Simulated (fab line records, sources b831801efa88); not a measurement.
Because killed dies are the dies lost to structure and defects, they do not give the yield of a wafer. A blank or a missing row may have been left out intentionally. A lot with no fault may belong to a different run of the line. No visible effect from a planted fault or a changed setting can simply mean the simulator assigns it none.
Struck lot and sound lot, side by side || flow sky130 || 15 out of 708 route steps
Sound: these wafers, L743.1, L743.2, L743.4. Struck: wafer L750.3 (L750.2, L750.5, from the same lot, were not struck and are left out); the cause is given at the end.
Each step with rows lists, per side, the tool, then ch with its chambers, then its first start. Under that, the readings that differ: sound wafers || struck wafers || difference of the means || sigmas: that difference in standard deviations of wafers without a fault.
alike: readings with means less than 2 such deviations apart, plus words and numbers identical on both sides. not compared: withheld readings, readings lacking a value on some wafer, bounds such as >300 that could conceal the same value, and numbers that have no deviation in the record and whose values overlap.
The two part at a step that has a row with sigmas, a row that says differs or no value, or rows on one side only. When numbers do not overlap yet have no deviation, they are printed without sigmas and do not part them. A reading that every wafer of one side lacks parts them only if that side has two wafers or more.

SKY_VIA3_ETCH_14: etches BARC in N2/H2, stops on SiO2, time 45.9 s, target depth 60 nm.
  sound on rie diel-02 ch 0,1,2, day 40 15:35; struck on rie diel-01 ch 3, day 42 13:46
  alike: drypump motor current A, n2 flow sccm, oes product au, throttle valve pct
  not compared: rf hours counter h
SKY_VIA3_ETCH_15: etches SiO2 in C4F8/O2/Ar, stops on TiN, target depth 507 nm, time 78 s.
  sound on rie diel-02 ch 0,1,2, day 40 15:37; struck on rie diel-01 ch 3, day 42 13:49
  alike: oes product au
  not compared: rf hours counter h
SKY_VIA3_STRIP_16: strips in O2/N2.
  sound on plasma asher-04 ch 0,1, day 40 15:41; struck on plasma asher-01 ch 1, day 42 13:52
  alike: drypump motor current A, n2 flow sccm, oes product au, strip time to endpoint s
  not compared: rf hours counter h
then, 5 steps without rows for these wafers: SKY_VIA3_STRIP_17 (strips in post etch residue remover, time 1200 s); SKY_VIA3_CLEAN_18 (cleans in IPA, time 180 s); SKY_VIA3_CLEAN_19 (cleans in O3/DIW); SKY_VIA3_SPUTTER_20 (material TiN, target thk 20 nm, time 80 s); SKY_VIA3_CVD_21 (deposits W, target thk 390 nm, time 117.31 s).
SKY_VIA3_RS_MEAS_22: measures by four-point-probe.
  sound on film metro-03 at day 40 16:27; struck on film metro-03 at day 42 14:41
  alike: VIA3_W_RS
SKY_VIA3_THK_MEAS_23: measures by xrf.
  sound on film metro-03 at day 40 16:34; struck on film metro-03 at day 42 14:47
{"reading": "VIA3_W_THK (nm)", "sound": "380 370 380", "struck": 360, "difference": -17, "sigmas": -2}
then, 1 step without rows for these wafers: SKY_VIA3_CMP_24 (polishes, stops on SiO2, t overpolish 20 s, target thk 0 nm).
SKY_METAL4_SPUTTER_00: material Ti, target thk 15 nm, time 10 s.
  sound on pvd sputter-03 at day 40 16:56; struck on pvd sputter-03 at day 42 15:08
  alike: throttle valve pct
SKY_METAL4_SPUTTER_01: material TiN, target thk 20 nm, time 16.7 s.
  sound on pvd sputter-03 at day 40 16:58; struck on pvd sputter-03 at day 42 15:10
{"reading": "model.TiN_of_METAL4_SPUTTER_01.thk nm (nm)", "sound": "19.97 19.81 19.84", "struck": 25.85, "difference": "+5.98", "sigmas": ""}
  alike: throttle valve pct
SKY_METAL4_SPUTTER_02: material AlCu, target thk 735 nm, time 39.1 s.
  sound on pvd sputter-03 at day 40 16:59; struck on pvd sputter-03 at day 42 15:11
  alike: throttle valve pct
then, 1 step without rows for these wafers: SKY_PAD_OPEN_PROBE_99.

WHERE THEY PART
Only at SKY_VIA3_THK_MEAS_23, as far as this record shows. Later steps at which nothing parts them and some readings are alike: SKY_METAL4_SPUTTER_00, SKY_METAL4_SPUTTER_01, SKY_METAL4_SPUTTER_02.

WHY: what the simulator had put in
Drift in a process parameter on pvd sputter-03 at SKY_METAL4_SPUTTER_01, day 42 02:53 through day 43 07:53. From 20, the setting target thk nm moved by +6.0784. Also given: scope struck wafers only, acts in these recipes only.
